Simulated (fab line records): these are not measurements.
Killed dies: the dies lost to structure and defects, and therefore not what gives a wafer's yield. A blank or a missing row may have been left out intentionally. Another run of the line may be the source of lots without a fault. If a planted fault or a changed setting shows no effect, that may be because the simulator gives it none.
Struck lot and sound lot, side by side || flow sky130 || 14 out of 708 route steps
Sound: these wafers, L769.1, L769.2, L769.6. Wafers struck: L774.1, L774.2, L774.3. The cause is given at the end.
Each step with rows lists, per side, the tool, then ch with its chambers, then its first start. Under that, the readings that differ: sound wafers || struck wafers || difference of the means || sigmas: that difference in standard deviations of wafers without a fault.
alike: words and numbers the same on both sides, and readings whose means are apart by under 2 such deviations; not compared: readings that were withheld, readings missing a value for some wafer, numbers with overlapping values and no deviation given by the record, and bounds like >300 which may hide the same value.
A row with sigmas, a row that says differs or no value, or rows on one side alone: a step with any of these is where the two part. Non-overlapping numbers with no deviation appear without sigmas and do not part them. Lack of a reading on every wafer of one side parts them only where that side has two or more wafers.

SKY_NWELL_OVL_MEAS_23:
  sound on overlay-02, day 7 03:13; struck on overlay-02, day 8 03:56
  alike: NWELL_01_OVL
next, for these wafers, 1 step has no rows: SKY_NWELL_IMPLANT_24.
SKY_NWELL_STRIP_25: strips in O2/N2.
  sound on plasma-asher-02 ch 0,1, day 7 03:24; struck on plasma-asher-02 ch 0,1, day 8 04:07
  alike: drypump-motor-current-A, oes-product-au, strip-time-to-endpoint-s
  not compared: rf-hours-counter-h
SKY_NWELL_TW_MEAS_26:
  sound on film-metro-03, day 7 03:30; struck on film-metro-02, day 8 04:13
  alike: NWELL_2_TW
then, 1 step without rows for these wafers: SKY_NWELL_CLEAN_27 (cleans in SC1/SC2, time 150 s).
SKY_NWELL_RTA_28: time 30 s.
  sound on rtp-anneal-02 ch 0, day 7 03:37; struck on rtp-anneal-01 ch 0, day 8 04:20
  alike: lamp-power-pct, wafer_temp_C_max
SKY_NWELL_RS_MEAS_29: uses a four-point probe to measure.
  sound on film-metro-02, day 7 03:43; struck on film-metro-03, day 8 04:26
  alike: NWELL_RS
SKY_NWELL_RS_MEAS_31: uses a four-point probe to measure.
  sound on film-metro-02, day 7 03:57; struck on film-metro-03, day 8 04:41
  alike: PWDE_RS
then, 3 steps without rows for these wafers: SKY_VT_ADJUST_HVTP_DEHYDRATE_00 (time 60 s); SKY_VT_ADJUST_HVTP_HMDS_01 (prime time 60 s); SKY_VT_ADJUST_HVTP_COAT_02 (resist thk 1140 nm).
SKY_VT_ADJUST_HVTP_SOFTBAKE_03: time 60 s.
  sound on litho-track-02 ch 0, day 7 12:28; struck on litho-track-01 ch 0, day 8 14:23
{"reading": "heater-power-total-W (W)", "sound": "56.62 56.57 56.56", "struck": "57.14 57.08 57.13", "difference": "+0.53", "sigmas": "+13"}
{"reading": "plate-temp-C (C)", "sound": "90.03 90.20 89.87", "struck": "90.61 90.54 90.62", "difference": "+0.56", "sigmas": "+5"}
then, 1 step without rows for these wafers: SKY_VT_ADJUST_HVTP_EXPOSE_04 (exposes mask HVTPM, target cd 380 nm).
-- here the record skips 40 days between the struck wafers' starts before and after, leaving off in module VT_ADJUST_HVTP and picking up in module PAD_OPEN (first step shown: number 708 of the route) --
SKY_PAD_OPEN_PROBE_99:
  sound on prober-02, day 47 17:09; struck on prober-02, day 48 10:32
  alike: killed_at_M0_to_M3, killed_at_M4_up, killed-at-contacts, killed-at-front-end, killed-at-other, killed-dies, killed-on-rim, killed-open, killed-short

WHERE THEY PART
At SKY_VT_ADJUST_HVTP_SOFTBAKE_03 and nowhere else, as far as this record goes. Later steps at which nothing parts them and some readings are alike: SKY_PAD_OPEN_PROBE_99.

WHY: what had been put in by the simulator
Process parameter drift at SKY_VT_ADJUST_HVTP_SOFTBAKE_03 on litho-track-01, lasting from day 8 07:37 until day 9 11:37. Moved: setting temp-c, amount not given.
